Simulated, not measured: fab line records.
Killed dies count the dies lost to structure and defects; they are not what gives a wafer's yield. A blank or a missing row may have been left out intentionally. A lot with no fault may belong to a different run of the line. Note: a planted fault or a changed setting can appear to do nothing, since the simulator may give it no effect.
Which tool did it? + flow sky130 + 45 wafers from 15 lots sampled at 2 of the route's 708 steps

WHAT EACH GAUGE READ, for each wafer
SKY_NWELL_OVL_MEAS_23.
| lot  | measured     | on         | NWELL_01_OVL (nm) |
|------|--------------|------------|-------------------|
| L879 | day 5 23:46  | overlay-02 | 1.1 -0.4 0.3      |
| L881 | day 6 06:25  | overlay-01 | -0.6 0.1 -2.6     |
| L882 | day 6 13:50  | overlay-02 | 0.4 1.5 1.7       |
| L884 | day 6 23:10  | overlay-02 | -0.7 0.9 -0.4     |
| L885 | day 7 08:04  | overlay-01 | 3.3 3.1 1.6       |
| L886 | day 7 10:22  | overlay-02 | 1.3 0.8 2.5       |
| L889 | day 8 07:53  | overlay-01 | 0.0 2.5 3.8       |
| L891 | day 8 19:28  | overlay-01 | 0.9 2.3 1.8       |
| L892 | day 9 02:14  | overlay-01 | 1.8 0.5 1.9       |
| L894 | day 9 12:49  | overlay-01 | 2.4 3.4 -         |
| L896 | day 9 23:46  | overlay-02 | 0.0 - 2.1         |
| L897 | day 10 07:28 | overlay-02 | 0.5 - -           |
| L899 | day 10 21:44 | overlay-01 | 0.9 3.2 0.7       |
| L900 | day 11 03:11 | overlay-01 | -1.3 0.3 -2.4     |
| L901 | day 11 09:20 | overlay-02 | -1.4 0.6 -1.0     |

TOOL THAT RAN EACH LOT (tool first, then ch and the chambers of the sampled wafers, then the start)
| lot  | SKY_NWELL_DEVELOP_22              |
|------|-----------------------------------|
| L879 | litho-track-04 ch 0, day 5 23:00  |
| L881 | litho-track-01 ch 0, day 6 06:00  |
| L882 | litho-track-03 ch 0, day 6 13:00  |
| L884 | litho-track-01 ch 0, day 6 23:00  |
| L885 | litho-track-04 ch 0, day 7 07:00  |
| L886 | litho-track-04 ch 0, day 7 10:00  |
| L889 | litho-track-01 ch 0, day 8 07:00  |
| L891 | litho-track-01 ch 0, day 8 19:00  |
| L892 | litho-track-03 ch 0, day 9 02:00  |
| L894 | litho-track-01 ch 0, day 9 12:00  |
| L896 | litho-track-01 ch 0, day 9 23:00  |
| L897 | litho-track-01 ch 0, day 10 07:00 |
| L899 | litho-track-04 ch 0, day 10 21:00 |
| L900 | litho-track-04 ch 0, day 11 03:00 |
| L901 | litho-track-03 ch 0, day 11 09:00 |
- SKY_NWELL_DEVELOP_22: develop time 60 s.

WHAT THE TOOLS THEMSELVES READ (means of the sampled wafers that have a number; where no wafer has one, the mark that the record gives instead)
The record holds no such reading with a usual standard deviation.

THE ANSWER, worked out from the rows above alone
Rule: usual is defined by the lots themselves. Put in order of their means at a reading, lots are off if they are a third of the lots or fewer, leave a main group of 4 or more, and stand apart from it by a gap of 3 or more times the standard deviation of the main group's means; of several such gaps the widest counts. The tables above print the reading to a certain number of digits; a main group whose means all agree to those digits is not used. A lot without any number at a reading at which 4 lots or more have one is off too. The other lots that the step has rows for count as sound. First the gauges in route order, then the tools' own readings, where a lot's mean is used as printed above. The first step at which some lot is off is used, and at that step the reading that is off furthest; a lot without a number counts as furthest.
Across all readings shown, no lot is off: no conclusion can be drawn from this.

WHAT THE SIMULATOR HAD INSERTED
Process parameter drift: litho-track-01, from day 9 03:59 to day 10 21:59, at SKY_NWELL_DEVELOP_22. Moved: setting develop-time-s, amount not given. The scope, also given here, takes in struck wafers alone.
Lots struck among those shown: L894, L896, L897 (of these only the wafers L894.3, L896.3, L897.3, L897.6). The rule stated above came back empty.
